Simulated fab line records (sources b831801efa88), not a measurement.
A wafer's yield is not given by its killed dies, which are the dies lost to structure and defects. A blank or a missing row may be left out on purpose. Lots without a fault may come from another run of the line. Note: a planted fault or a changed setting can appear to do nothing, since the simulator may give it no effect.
Matching of chambers / flow gf180mcu / GF_V1_CVD_00 on hdpcvd-01: 3 sister chambers
The step deposits SiO2, target thk 600 nm, time 100 s. 18 wafers are shown with their chamber, then 9 later ones without.

== WAFERS, EACH WITH ITS CHAMBER ==
wafer=L954.2; chamber=0; sih4_flow_sccm (sccm)=59.99
wafer=L954.5; chamber=2; sih4_flow_sccm (sccm)=60.15
wafer=L954.6; chamber=1; sih4_flow_sccm (sccm)=59.93
wafer=L956.1; chamber=1; sih4_flow_sccm (sccm)=60.27
wafer=L956.4; chamber=2; sih4_flow_sccm (sccm)=60.15
wafer=L956.5; chamber=0; sih4_flow_sccm (sccm)=59.89
wafer=L960.1; chamber=1; sih4_flow_sccm (sccm)=60.04
wafer=L960.3; chamber=0; sih4_flow_sccm (sccm)=60.05
wafer=L960.5; chamber=2; sih4_flow_sccm (sccm)=59.61
wafer=L961.1; chamber=1; sih4_flow_sccm (sccm)=59.80
wafer=L961.2; chamber=2; sih4_flow_sccm (sccm)=60.21
wafer=L961.4; chamber=0; sih4_flow_sccm (sccm)=60.02
wafer=L962.1; chamber=2; sih4_flow_sccm (sccm)=60.00
wafer=L962.3; chamber=1; sih4_flow_sccm (sccm)=59.77
wafer=L962.5; chamber=1; sih4_flow_sccm (sccm)=59.81
wafer=L971.3; chamber=0; sih4_flow_sccm (sccm)=59.89
wafer=L971.4; chamber=1; sih4_flow_sccm (sccm)=59.73
wafer=L971.5; chamber=1; sih4_flow_sccm (sccm)=59.86

SIGNATURES, as means of the wafers listed above
reading=sih4_flow_sccm; chamber 0=59.9680; chamber 1=59.9012; chamber 2=60.0240; scatter within a chamber=0.179
Rule: a wafer lies at a distance from a chamber equal to the root of the sum of squares, over the readings, of (its reading less the chamber's mean, divided by the reading's scatter). If the next closest chamber is less than 2 further off than the closest, the wafer can't be placed; otherwise it belongs to the closest. How the scatter is found: for the shown wafers, subtract from each reading the mean of its chamber, square and add these, divide the total by (wafers less chambers), then take the root.

== WAFERS MISSING THEIR CHAMBER ==
wafer=L972.4; sih4_flow_sccm (sccm)=60.38
wafer=L972.5; sih4_flow_sccm (sccm)=60.25
wafer=L972.6; sih4_flow_sccm (sccm)=60.10
wafer=L973.2; sih4_flow_sccm (sccm)=59.84
wafer=L973.3; sih4_flow_sccm (sccm)=59.76
wafer=L973.5; sih4_flow_sccm (sccm)=60.13
wafer=L974.3; sih4_flow_sccm (sccm)=59.75
wafer=L974.4; sih4_flow_sccm (sccm)=59.61
wafer=L974.5; sih4_flow_sccm (sccm)=60.07

== THE CHAMBER EACH PASSED THROUGH ==
wafer=L972.4; from the rows above=can't be placed: 2 or 0 or 1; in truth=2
wafer=L972.5; from the rows above=can't be placed: 2 or 0 or 1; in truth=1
wafer=L972.6; from the rows above=can't be placed: 2 or 0 or 1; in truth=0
wafer=L973.2; from the rows above=can't be placed: 1 or 0 or 2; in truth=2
wafer=L973.3; from the rows above=can't be placed: 1 or 0 or 2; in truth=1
wafer=L973.5; from the rows above=can't be placed: 2 or 0 or 1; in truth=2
wafer=L974.3; from the rows above=can't be placed: 1 or 0 or 2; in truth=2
wafer=L974.4; from the rows above=can't be placed: 1 or 0 or 2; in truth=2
wafer=L974.5; from the rows above=can't be placed: 2 or 0 or 1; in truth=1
Placed correctly: 0 of 9. Unplaceable from these rows: 9, with the true chamber sitting among the candidates in 9. Number placed wrongly: 0.
